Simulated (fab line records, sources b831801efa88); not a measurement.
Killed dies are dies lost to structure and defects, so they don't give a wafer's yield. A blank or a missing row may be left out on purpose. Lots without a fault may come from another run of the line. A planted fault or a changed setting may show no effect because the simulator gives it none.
A struck lot beside a sound one | flow sky130 | 15 steps out of a route of 708
Sound: wafers L112.1, L112.2, L112.5. Struck: wafers L105.2, L105.4, L105.5. The cause comes at the end.
At each step with rows: each side's tool, then ch and its chambers, then its first start. Under that, the readings that differ: sound wafers | struck wafers | difference of the means | sigmas: that difference in standard deviations of wafers without a fault.
alike: readings whose means differ by less than 2 such deviations, and words and numbers that are the same on both sides. not compared: withheld readings, readings that some wafer has no value for, bounds like >300 that may hide the same value, and numbers for which the record gives no deviation and whose values overlap.
The two part at a step that has a row with sigmas, a row that says differs or no value, or rows on one side only. Numbers that don't overlap but have no deviation are shown without sigmas and don't part them. A reading that every wafer of one side lacks parts them only if that side has two wafers or more.

SKY_CAPM_RS_MEAS_03: measures by four-point-probe.
  sound on film_metro-03, day 42 03:43; struck on film_metro-04, day 40 07:06
  alike: CAPM_TIN_RS
SKY_CAPM_THK_MEAS_04: measures by xrf.
  sound on film_metro-03, day 42 03:50; struck on film_metro-04, day 40 07:13
  alike: CAPM_TIN_THK
then, 7 steps without rows for these wafers: SKY_CAPM_DEHYDRATE_05 (time 60 s); SKY_CAPM_HMDS_06 (prime time 60 s); SKY_CAPM_COAT_07 (resist thk 1140 nm); SKY_CAPM_SOFTBAKE_08 (time 60 s); SKY_CAPM_EXPOSE_09 (exposes mask CAPM, target cd 1000 nm); SKY_CAPM_PEB_10; SKY_CAPM_DEVELOP_11 (develop time 60 s).
SKY_CAPM_OVL_MEAS_12:
  sound on overlay-01, day 43 02:23; struck on overlay-02, day 41 06:39
  alike: CAPM_OVL
SKY_CAPM_METAL_ETCH_13: etches TiN in Cl2/BCl3, stops on SiO2, target depth 220 nm, time 62.9 s.
  sound on rie_metal-03 ch 0,1, day 43 02:26; struck on rie_metal-04 ch 0, day 41 06:41
  alike: drypump_motor_current_A, oes_product_au, throttle_valve_pct
  not compared: rf_hours_counter_h
SKY_CAPM_STRIP_14: strips in O2/N2.
  sound on plasma_asher-01 ch 0,1, day 43 02:30; struck on plasma_asher-01 ch 0,1, day 41 06:45
  alike: chamber_pressure_mTorr, drypump_motor_current_A, oes_product_au, strip_time_to_endpoint_s
  not compared: rf_hours_counter_h
SKY_CAPM_STRIP_15: strips in post etch residue remover, time 1200 s.
  sound on wet_bench-03 ch 3, day 43 02:36; struck on wet_bench-01 ch 1, day 41 06:51
  no value came back on the struck wafers for bath_guard_temp_C (C), bath_heat_duty_pct (%); on the sound wafers bath_guard_temp_C (C) reads 72.3 72.3 72.4
then, 1 step without rows for these wafers: SKY_CAPM_CLEAN_16 (cleans in IPA, time 180 s).
-- the record jumps here: 8 days lie between the struck wafers' starts before and after (it left off in module CAPM and takes up again in module PAD_OPEN, whose first step shown is number 708 of the route) --
SKY_PAD_OPEN_PROBE_99:
  the record has rows for the struck wafers here (prober-01, day 48 21:13) and none for the sound ones

WHERE THEY PART
First at SKY_CAPM_STRIP_15; last, within this record, at SKY_PAD_OPEN_PROBE_99.

WHY: what the simulator had put in
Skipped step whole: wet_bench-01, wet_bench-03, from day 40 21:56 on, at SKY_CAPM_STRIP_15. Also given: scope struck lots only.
